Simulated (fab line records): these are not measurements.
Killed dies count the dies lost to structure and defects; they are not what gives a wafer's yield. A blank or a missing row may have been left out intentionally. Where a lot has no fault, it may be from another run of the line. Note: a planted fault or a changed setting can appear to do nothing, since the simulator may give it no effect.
What tool caused it? || flow gf180mcu || Sampling: 13 lots, 39 wafers, 5 of 602 route steps

WHAT EACH GAUGE READ, for each wafer
GF_STI_THK_MEAS_22.
{"lot": "L647", "measured": "day 2 08:28", "on": "film-metro-03", "STI_OXIDATION_01_THK (nm)": "14.71 14.68 14.65"}
{"lot": "L651", "measured": "day 3 02:54", "on": "film-metro-04", "STI_OXIDATION_01_THK (nm)": "14.83 14.99 14.97"}
{"lot": "L652", "measured": "day 3 03:16", "on": "film-metro-03", "STI_OXIDATION_01_THK (nm)": "14.76 14.64 14.83"}
{"lot": "L653", "measured": "day 3 13:44", "on": "film-metro-01", "STI_OXIDATION_01_THK (nm)": "15.13 15.21 15.37"}
{"lot": "L654", "measured": "day 3 17:05", "on": "film-metro-01", "STI_OXIDATION_01_THK (nm)": "14.62 15.01 14.64"}
{"lot": "L655", "measured": "day 3 21:59", "on": "film-metro-01", "STI_OXIDATION_01_THK (nm)": "14.96 15.05 14.78"}
{"lot": "L656", "measured": "day 4 01:50", "on": "film-metro-04", "STI_OXIDATION_01_THK (nm)": "14.89 15.15 15.14"}
{"lot": "L657", "measured": "day 4 07:22", "on": "film-metro-01", "STI_OXIDATION_01_THK (nm)": "15.14 15.18 15.36"}
{"lot": "L658", "measured": "day 4 11:28", "on": "film-metro-01", "STI_OXIDATION_01_THK (nm)": "15.04 14.80 14.85"}
{"lot": "L667", "measured": "day 6 10:28", "on": "film-metro-03", "STI_OXIDATION_01_THK (nm)": "14.89 14.67 14.99"}
{"lot": "L668", "measured": "day 6 18:29", "on": "film-metro-04", "STI_OXIDATION_01_THK (nm)": "14.76 14.83 15.01"}
{"lot": "L669", "measured": "day 6 20:34", "on": "film-metro-03", "STI_OXIDATION_01_THK (nm)": "15.10 14.74 15.14"}
{"lot": "L670", "measured": "day 7 01:47", "on": "film-metro-04", "STI_OXIDATION_01_THK (nm)": "14.61 14.63 14.70"}

GF_STI_THK_MEAS_24.
{"lot": "L647", "measured": "day 2 08:36", "on": "film-metro-04", "STI_CVD_23_THK (nm)": "655 656 647"}
{"lot": "L651", "measured": "day 3 03:02", "on": "film-metro-01", "STI_CVD_23_THK (nm)": "644 646 647"}
{"lot": "L652", "measured": "day 3 03:23", "on": "film-metro-01", "STI_CVD_23_THK (nm)": "643 662 652"}
{"lot": "L653", "measured": "day 3 13:52", "on": "film-metro-03", "STI_CVD_23_THK (nm)": "656 648 648"}
{"lot": "L654", "measured": "day 3 17:13", "on": "film-metro-04", "STI_CVD_23_THK (nm)": "646 653 651"}
{"lot": "L655", "measured": "day 3 22:07", "on": "film-metro-04", "STI_CVD_23_THK (nm)": "659 663 653"}
{"lot": "L656", "measured": "day 4 01:59", "on": "film-metro-03", "STI_CVD_23_THK (nm)": "657 655 644"}
{"lot": "L657", "measured": "day 4 07:31", "on": "film-metro-01", "STI_CVD_23_THK (nm)": "640 636 650"}
{"lot": "L658", "measured": "day 4 11:36", "on": "film-metro-04", "STI_CVD_23_THK (nm)": "644 654 648"}
{"lot": "L667", "measured": "day 6 10:37", "on": "film-metro-04", "STI_CVD_23_THK (nm)": "661 659 660"}
{"lot": "L668", "measured": "day 6 18:38", "on": "film-metro-03", "STI_CVD_23_THK (nm)": "651 647 643"}
{"lot": "L669", "measured": "day 6 20:42", "on": "film-metro-03", "STI_CVD_23_THK (nm)": "652 653 651"}
{"lot": "L670", "measured": "day 7 01:55", "on": "film-metro-01", "STI_CVD_23_THK (nm)": "654 659 656"}

GF_POLY_GATE_CD_MEAS_10 targets a cd of 280 nm.
{"lot": "L647", "measured": "day 9 15:14", "on": "cd-sem-01", "cd-nm (nm)": "280.9 279.8 281.4"}
{"lot": "L651", "measured": "day 10 14:12", "on": "cd-sem-01", "cd-nm (nm)": "279.9 279.8 279.0"}
{"lot": "L652", "measured": "day 10 10:58", "on": "cd-sem-01", "cd-nm (nm)": "280.9 280.4 282.0"}
{"lot": "L653", "measured": "day 11 01:20", "on": "cd-sem-02", "cd-nm (nm)": "280.4 280.7 279.5"}
{"lot": "L654", "measured": "day 11 07:08", "on": "cd-sem-02", "cd-nm (nm)": "281.2 280.0 280.5"}
{"lot": "L655", "measured": "day 11 13:19", "on": "cd-sem-01", "cd-nm (nm)": "279.9 280.8 279.8"}
{"lot": "L656", "measured": "day 11 17:26", "on": "cd-sem-01", "cd-nm (nm)": "280.5 281.4 282.3"}
{"lot": "L657", "measured": "day 12 04:46", "on": "cd-sem-01", "cd-nm (nm)": "321.0 321.4 320.2"}
{"lot": "L658", "measured": "day 12 14:12", "on": "cd-sem-01", "cd-nm (nm)": "280.3 279.3 280.6"}
{"lot": "L667", "measured": "day 15 04:17", "on": "cd-sem-01", "cd-nm (nm)": "280.3 279.9 280.9"}
{"lot": "L668", "measured": "day 15 15:12", "on": "cd-sem-01", "cd-nm (nm)": "281.5 279.1 280.3"}
{"lot": "L669", "measured": "day 15 17:13", "on": "cd-sem-01", "cd-nm (nm)": "279.1 280.4 281.0"}
{"lot": "L670", "measured": "day 16 02:03", "on": "cd-sem-01", "cd-nm (nm)": "280.1 280.8 280.9"}

GF_HV_LDD_TW_MEAS_23.
{"lot": "L647", "measured": "day 11 06:13", "on": "film-metro-02", "HV_LDD_2_TW": "1036 1038 1037"}
{"lot": "L651", "measured": "day 12 07:45", "on": "film-metro-04", "HV_LDD_2_TW": "1065 1063 1061"}
{"lot": "L652", "measured": "day 12 03:43", "on": "film-metro-03", "HV_LDD_2_TW": "1064 1059 1064"}
{"lot": "L653", "measured": "day 12 18:38", "on": "film-metro-02", "HV_LDD_2_TW": "1039 1045 1042"}
{"lot": "L654", "measured": "day 13 00:02", "on": "film-metro-04", "HV_LDD_2_TW": "1058 1060 1056"}
{"lot": "L655", "measured": "day 13 07:13", "on": "film-metro-04", "HV_LDD_2_TW": "1056 1061 1056"}
{"lot": "L656", "measured": "day 13 11:31", "on": "film-metro-04", "HV_LDD_2_TW": "1059 1056 1059"}
{"lot": "L657", "measured": "day 14 00:07", "on": "film-metro-03", "HV_LDD_2_TW": "1052 1051 1052"}
{"lot": "L658", "measured": "day 14 09:42", "on": "film-metro-03", "HV_LDD_2_TW": "1054 1053 1048"}
{"lot": "L667", "measured": "day 17 03:46", "on": "film-metro-02", "HV_LDD_2_TW": "1042 1043 1044"}
{"lot": "L668", "measured": "day 17 13:10", "on": "film-metro-02", "HV_LDD_2_TW": "1036 1040 1040"}
{"lot": "L669", "measured": "day 17 16:07", "on": "film-metro-03", "HV_LDD_2_TW": "1062 1058 1065"}
{"lot": "L670", "measured": "day 18 02:01", "on": "film-metro-03", "HV_LDD_2_TW": "1058 1051 1053"}

EACH LOT AND THE TOOL THAT RAN IT (in order: tool; ch and the chambers of the sampled wafers; start)
{"lot": "L647", "GF_POLY_GATE_EXPOSE_07": "krf-scanner-01 ch 0, day 9 06:46"}
{"lot": "L651", "GF_POLY_GATE_EXPOSE_07": "krf-scanner-02 ch 0, day 10 05:00"}
{"lot": "L652", "GF_POLY_GATE_EXPOSE_07": "krf-scanner-02 ch 0, day 10 02:22"}
{"lot": "L653", "GF_POLY_GATE_EXPOSE_07": "krf-scanner-01 ch 0, day 10 16:44"}
{"lot": "L654", "GF_POLY_GATE_EXPOSE_07": "krf-scanner-01 ch 0, day 10 22:08"}
{"lot": "L655", "GF_POLY_GATE_EXPOSE_07": "krf-scanner-01 ch 0, day 11 03:37"}
{"lot": "L656", "GF_POLY_GATE_EXPOSE_07": "krf-scanner-01 ch 0, day 11 08:31"}
{"lot": "L657", "GF_POLY_GATE_EXPOSE_07": "krf-scanner-01 ch 0, day 11 18:49"}
{"lot": "L658", "GF_POLY_GATE_EXPOSE_07": "krf-scanner-01 ch 0, day 12 04:48"}
{"lot": "L667", "GF_POLY_GATE_EXPOSE_07": "krf-scanner-02 ch 0, day 14 18:17"}
{"lot": "L668", "GF_POLY_GATE_EXPOSE_07": "krf-scanner-01 ch 0, day 15 04:04"}
{"lot": "L669", "GF_POLY_GATE_EXPOSE_07": "krf-scanner-02 ch 0, day 15 06:35"}
{"lot": "L670", "GF_POLY_GATE_EXPOSE_07": "krf-scanner-01 ch 0, day 15 15:13"}
- GF_POLY_GATE_EXPOSE_07: exposes mask Poly2, target cd 280 nm.

WHAT THE TOOLS THEMSELVES READ (means of the sampled wafers that have a number; where no wafer has one, the mark that the record gives instead)
The record holds no such reading with a usual standard deviation.

THE ANSWER, worked out from the rows above alone
Rule: the usual values come from the lots themselves. Put in order of their means at a reading, lots are off if they are a third of the lots or fewer, leave a main group of 4 or more, and stand apart from it by a gap of 3 or more times the standard deviation of the main group's means; of several such gaps the widest counts. If all means in a main group match to the digits the tables above print for the reading, that group is not used. A lot without any number at a reading at which 4 lots or more have one is off too. Where the step has rows for the other lots, those lots are counted as sound. The gauges are gone through in route order, then the tools' own readings, and for those a lot's mean is taken as printed above. At the first step where some lot is off, the reading lying furthest off is the one used; lots without a number count as furthest.
Off: L657, at GF_POLY_GATE_CD_MEAS_10 (cd-nm). For the main group the mean is 280.4 nm and the standard deviation 0.47.
If a tool, at a process step before that reading, ran all the lots that are off and no sound lot after the first of them, it fits. The gauges at GF_POLY_GATE_CD_MEAS_10 are tried like those tools. Of those tried, none fits.

WHAT THE SIMULATOR HAD INSERTED
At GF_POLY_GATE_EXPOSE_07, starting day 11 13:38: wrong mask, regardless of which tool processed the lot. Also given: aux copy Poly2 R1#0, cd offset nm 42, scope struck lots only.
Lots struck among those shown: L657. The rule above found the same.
